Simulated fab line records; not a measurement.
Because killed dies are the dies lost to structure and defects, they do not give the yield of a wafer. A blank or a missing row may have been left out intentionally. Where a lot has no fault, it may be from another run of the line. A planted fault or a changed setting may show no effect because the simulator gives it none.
Comparing a struck lot with a sound one    flow gf180mcu    28 out of 602 route steps
Sound: these wafers, L985.2, L985.4, L985.5. Struck: wafers L994.1, L994.3, L994.4. The cause is named last.
At each step with rows: each side's tool, then ch and its chambers, then its first start. Under that, the readings that differ: sound wafers    struck wafers    difference of the means    sigmas: that difference in standard deviations of wafers without a fault.
alike: a reading whose means differ by less than 2 such deviations, as well as words and numbers matching on both sides. not compared: withheld readings; readings where some wafer has no value; bounds like >300 that might hide an equal value; numbers whose values overlap and for which the record gives no deviation.
A row with sigmas, a row that says differs or no value, or rows on one side alone: a step with any of these is where the two part. Numbers that don't overlap but have no deviation are shown without sigmas and don't part them. A reading that every wafer of one side lacks parts them only if that side has two wafers or more.

GF_V2_OVL_MEAS_15:
  sound: overlay-01 at day 23 16:06; struck: overlay-02 at day 26 09:09
reading      sound  struck     difference  sigmas
V2_OVL (nm)  8 1 8  -8 -12 -9  -15         -2
GF_V2_ETCH_16: etches BARC in N2/H2.
  sound on rie_diel-01 ch 1,3, day 23 16:08; struck on rie_diel-04 ch 2,3, day 26 09:11
  alike: drypump_motor_current_A, oes_product_au, throttle_valve_pct
then, 1 step without rows for these wafers: GF_V2_ETCH_17 (etches SiO2 in C4F8/O2/Ar, stops on TiN, target depth 630 nm).
GF_V2_STRIP_18: strips in O2/N2.
  sound on plasma_asher-01 ch 0,1, day 23 16:16; struck on plasma_asher-01 ch 0,1, day 26 09:19
  alike: drypump_motor_current_A, heater_power_w, oes_product_au, platen_temp_c
  not compared: rf_hours_counter_h
then, 4 steps without rows for these wafers: GF_V2_STRIP_19 (strips in post etch residue remover, time 1200 s); GF_V2_CLEAN_20 (cleans in DIW); GF_V2_SPUTTER_21 (material Ti, target thk 15 nm, time 80.02 s); GF_V2_SPUTTER_22 (material TiN, target thk 10 nm, time 40 s).
GF_V2_CVD_23: deposits W, target thk 350 nm, time 104.94 s.
  sound on cvd_w-01 ch 0, day 23 16:54; struck on cvd_w-01 ch 0,1, day 26 09:57
  alike: heater_power_outer_w, heater_power_w, susceptor_temp_C
GF_V2_RS_MEAS_24: uses a four-point probe to measure.
  sound: film_metro-01 at day 23 17:02; struck: film_metro-04 at day 26 10:04
  alike: V2_W_RS
GF_V2_THK_MEAS_25: measures by xrf.
  sound: film_metro-01 at day 23 17:08; struck: film_metro-04 at day 26 10:11
  alike: V2_W_THK
then, 1 step without rows for these wafers: GF_V2_CMP_26 (polishes, stops on SiO2, t overpolish 15 s, target thk 0 nm).
GF_M3_SPUTTER_00: material Ti, target thk 37.5 nm, time 150 s.
  sound: pvd_sputter-01 at day 23 17:32; struck: pvd_sputter-03 at day 26 10:32
  no value came back on the struck wafers for cathode_dc_power_W (W), chamber_pressure_pa (Pa), throttle_valve_pct (%), time_s (s); on the sound wafers cathode_dc_power_W (W) reads 4000.5 4000.1 4000.4
GF_M3_SPUTTER_01: material TiN, target thk 30 nm, time 25 s.
  sound: pvd_sputter-01 at day 23 17:38; struck: pvd_sputter-03 at day 26 10:38
  alike: cathode_dc_power_W, chamber_pressure_pa, throttle_valve_pct
then, 2 steps without rows for these wafers: GF_M3_SPUTTER_02 (material AlCu, target thk 450 nm, time 23.9 s); GF_M3_SPUTTER_03 (material Ti, target thk 10 nm, time 6.7 s).
GF_M3_SPUTTER_04: material TiN, target thk 50 nm, time 41.7 s.
  sound: pvd_sputter-01 at day 23 17:44; struck: pvd_sputter-03 at day 26 10:43
  alike: cathode_dc_power_W, chamber_pressure_pa, throttle_valve_pct
then, 7 steps without rows for these wafers: GF_M3_DEHYDRATE_07 (time 60 s); GF_M3_HMDS_08 (prime time 60 s); GF_M3_COAT_09 (resist thk 1000 nm); GF_M3_SOFTBAKE_10 (time 60 s); GF_M3_EXPOSE_11 (exposes mask Metal3, target cd 280 nm); GF_M3_PEB_12 (peb time 90 s); GF_M3_DEVELOP_13 (develop time 60 s).
GF_M3_CD_MEAS_14 targets a cd of 280 nm.
  sound: cd_sem-02 at day 24 15:57; struck: cd_sem-01 at day 27 06:58
reading     sound              struck             difference  sigmas
cd_nm (nm)  281.2 280.8 281.6  278.2 278.9 279.9  -2.2        -2
GF_M3_OVL_MEAS_15:
  sound: overlay-02 at day 24 16:03; struck: overlay-01 at day 27 07:05
  alike: M3_OVL
GF_M3_METAL_ETCH_16: etches the open film in Cl2/BCl3, stops on SiO2, target depth 627.5 nm, time 104.6 s.
  sound on rie_metal-01 ch 0,1, day 24 16:05; struck on rie_metal-04 ch 0,1, day 27 07:07
  alike: drypump_motor_current_A, oes_product_au, throttle_valve_pct
  not compared: rf_hours_counter_h
then, 1 step without rows for these wafers: GF_M3_STRIP_17 (strips in O2/N2).

== WHERE THEY PART ==
At GF_V2_OVL_MEAS_15 first; at GF_M3_CD_MEAS_14 last (within this record only). Later steps at which nothing parts them and some readings are alike: GF_M3_OVL_MEAS_15, GF_M3_METAL_ETCH_16.

WHY: what had been put in by the simulator
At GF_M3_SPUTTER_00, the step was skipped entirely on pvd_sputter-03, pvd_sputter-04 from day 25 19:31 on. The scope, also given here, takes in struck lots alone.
